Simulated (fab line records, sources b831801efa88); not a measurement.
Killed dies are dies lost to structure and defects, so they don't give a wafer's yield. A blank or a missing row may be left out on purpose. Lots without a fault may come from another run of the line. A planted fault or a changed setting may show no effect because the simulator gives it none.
A struck lot beside a sound one | flow gf180mcu | 23 steps out of a route of 602
Sound: wafers L377.2, L377.3, L377.4. Struck: wafers L384.1, L384.3, L384.4. The cause comes at the end.
At each step with rows: each side's tool, then ch and its chambers, then its first start. Under that, the readings that differ: sound wafers | struck wafers | difference of the means | sigmas: that difference in standard deviations of wafers without a fault.
alike: readings whose means differ by less than 2 such deviations, and words and numbers that are the same on both sides. not compared: withheld readings, readings that some wafer has no value for, bounds like >300 that may hide the same value, and numbers for which the record gives no deviation and whose values overlap.
The two part at a step that has a row with sigmas, a row that says differs or no value, or rows on one side only. Numbers that don't overlap but have no deviation are shown without sigmas and don't part them. A reading that every wafer of one side lacks parts them only if that side has two wafers or more.

first, 5 steps without rows for these wafers: GF_HV_LDD_COAT_02 (resist thk 1000 nm); GF_HV_LDD_SOFTBAKE_03 (time 60 s); GF_HV_LDD_EXPOSE_04 (exposes mask Nplus LV AREA, target cd 400 nm); GF_HV_LDD_PEB_05; GF_HV_LDD_DEVELOP_06 (develop time 60 s).
GF_HV_LDD_CD_MEAS_07: target cd 400 nm.
  sound on cd_sem-01, day 12 01:13; struck on cd_sem-02, day 14 16:38
  alike: cd_nm
GF_HV_LDD_OVL_MEAS_08:
  sound on overlay-02, day 12 01:20; struck on overlay-01, day 14 16:45
  alike: HV_LDD_OVL
then, 1 step without rows for these wafers: GF_HV_LDD_IMPLANT_09.
GF_HV_LDD_STRIP_10: strips in O2/N2.
  sound on plasma_asher-01 ch 0,1, day 12 01:31; struck on plasma_asher-01 ch 0,1, day 14 16:56
  alike: drypump_motor_current_A, heater_power_w, oes_product_au, strip_time_to_endpoint_s
  not compared: rf_hours_counter_h
GF_HV_LDD_TW_MEAS_11:
  sound on film_metro-02, day 12 01:37; struck on film_metro-01, day 14 17:02
  alike: HV_LDD_TW
then, 2 steps without rows for these wafers: GF_HV_LDD_DEHYDRATE_12 (time 60 s); GF_HV_LDD_HMDS_13 (prime time 60 s).
GF_HV_LDD_COAT_14: resist thk 1000 nm.
  sound on litho_track-01 ch 0, day 12 11:17; struck on litho_track-03 ch 0, day 15 03:23
  reading                                     | sound                | struck               | difference | sigmas
  spin_speed_rpm (rpm)                        | 2998.3 3001.0 3001.1 | 3236.0 3237.1 3235.1 | +235.9     | +99 or more
  model.NOVOLAK_of_HV_LDD_COAT_14.thk_nm (nm) | 994.2 994 998.7      | 960.9 959.7 963.7    | -34.2      |
  alike: dispense_pressure_kPa
then, 3 steps without rows for these wafers: GF_HV_LDD_SOFTBAKE_15 (time 60 s); GF_HV_LDD_EXPOSE_16 (exposes mask Pplus LV AREA, target cd 400 nm); GF_HV_LDD_PEB_17.
GF_HV_LDD_DEVELOP_18: develop time 60 s.
  sound on litho_track-01 ch 0, day 12 20:38; struck on litho_track-03 ch 0, day 15 14:02
  reading                                     | sound             | struck            | difference | sigmas
  model.NOVOLAK_of_HV_LDD_COAT_14.thk_nm (nm) | 993.8 993.6 998.3 | 960.5 959.3 963.3 | -34.2      |
  alike: developer_temp_C
GF_HV_LDD_CD_MEAS_19: target cd 400 nm.
  sound on cd_sem-01, day 12 20:46; struck on cd_sem-02, day 15 14:11
  reading    | sound             | struck            | difference | sigmas
  cd_nm (nm) | 394.4 394.9 395.0 | 400.2 400.8 399.0 | +5.2       | +2
GF_HV_LDD_OVL_MEAS_20:
  sound on overlay-02, day 12 20:53; struck on overlay-02, day 15 14:18
  alike: HV_LDD_01_OVL
then, 1 step without rows for these wafers: GF_HV_LDD_IMPLANT_21.
GF_HV_LDD_STRIP_22: strips in O2/N2.
  sound on plasma_asher-01 ch 0,1, day 12 21:04; struck on plasma_asher-04 ch 0,1, day 15 14:29
  reading                      | sound             | struck            | difference | sigmas
  strip_time_to_endpoint_s (s) | 12.56 12.56 12.61 | 12.17 12.15 12.21 | -0.40      | -12
  alike: drypump_motor_current_A, heater_power_w, oes_product_au
  not compared: rf_hours_counter_h
GF_HV_LDD_TW_MEAS_23:
  sound on film_metro-01, day 12 21:10; struck on film_metro-02, day 15 14:35
  alike: HV_LDD_2_TW
then, 1 step without rows for these wafers: GF_PASSIVATION_PROBE_99.

WHERE THEY PART
First at GF_HV_LDD_COAT_14; last, within this record, at GF_HV_LDD_STRIP_22. Later steps at which nothing parts them and some readings are alike: GF_HV_LDD_TW_MEAS_23.

WHY: what the simulator had put in
Process parameter drift: litho_track-03, from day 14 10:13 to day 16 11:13, at GF_HV_LDD_COAT_14. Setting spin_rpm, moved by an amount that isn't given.
